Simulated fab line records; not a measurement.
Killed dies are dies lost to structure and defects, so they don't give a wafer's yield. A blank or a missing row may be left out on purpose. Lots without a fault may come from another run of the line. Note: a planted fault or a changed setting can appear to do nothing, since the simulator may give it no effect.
A single fault, viewed from 2 desks | flow sfqLine | only its own numbers are on each desk; what lay behind them is given at the end

== AT THE METROLOGY DESK ==
What the gauges read for every lot (on any tool): the sampled wafers with a number, averaged. The brackets show how far a lot's mean lies from the usual mean; more than 4 standard deviations puts the lot out of limits, marked OUT.
Columns: A = M1_NB_RS at SFQ_M1_RS_MEAS_909, usual 0.890 ohm/sq
lot  | first seen here | A
L777 | day 19 22:57    | 0.886
L778 | day 20 09:10    | 0.891
L779 | day 20 21:16    | 0.907
L780 | day 20 23:43    | 0.886
L783 | day 21 09:17    | 0.894
L784 | day 21 11:54    | 0.888
L785 | day 21 15:32    | 0.891
L787 | day 21 22:38    | 0.884
L790 | day 24 02:11    | 0.871
L791 | day 24 09:23    | 0.880
L797 | day 26 18:41    | 0.891
L798 | day 27 01:44    | 1.011 (+10) OUT
L799 | day 28 04:11    | 1.026 (+11) OUT
L800 | day 28 11:25    | 0.898
This desk's result: L798, L799 out of limits, first on L798 (M1_NB_RS at SFQ_M1_RS_MEAS_909), day 27 01:44. L777, L778, L779, L780, L783, L784, L785, L787, L790, L791, L797, L800 stayed within limits.

== THE TOOL OWNER'S DESK: pvdSputter-05 ==
The tool's own readings at SFQ_TRILAYER_M1_DEP_SPUTTER_037 (material Nb, target thk 200 nm, time 133.3 s): means of the sampled wafers that have a number, for each lot that ran on this tool. The brackets show how far a lot's mean lies from the usual mean; more than 4 standard deviations puts the lot out of limits, marked OUT.
Columns: A = resputterCathodeVoltageV at SFQ_TRILAYER_M1_DEP_SPUTTER_037, usual 400 V; B = throttleValvePct at SFQ_TRILAYER_M1_DEP_SPUTTER_037, usual 30.3 %
lot  | first seen here | A   | B
L777 | day 19 22:50    | 401 | 30.8
L784 | day 21 11:46    | 402 | 30.9
L798 | day 27 01:37    | 402 | 30.8
L799 | day 28 04:06    | 400 | 31.5
Result from this desk: across the 4 lots, nothing is out of limits.

== ALL TOGETHER ==
At day 27 01:44 the metrology desk could have sounded an alarm, on L798, L799.
Nothing out of limits was seen by the tool owner's desk.
The tool owner's desk has L798, L799 on record, within its limits.
On pvdSputter-05, each named lot ran SFQ_TRILAYER_M1_DEP_SPUTTER_037.

== WHAT THE SIMULATOR HAD PUT IN ==
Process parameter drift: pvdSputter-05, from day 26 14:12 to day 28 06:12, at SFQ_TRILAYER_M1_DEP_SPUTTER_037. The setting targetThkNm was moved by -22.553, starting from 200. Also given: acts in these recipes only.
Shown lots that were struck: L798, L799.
Time in hours between the start of the fault and the first out-of-limits reading at each desk: metrology desk, 12.
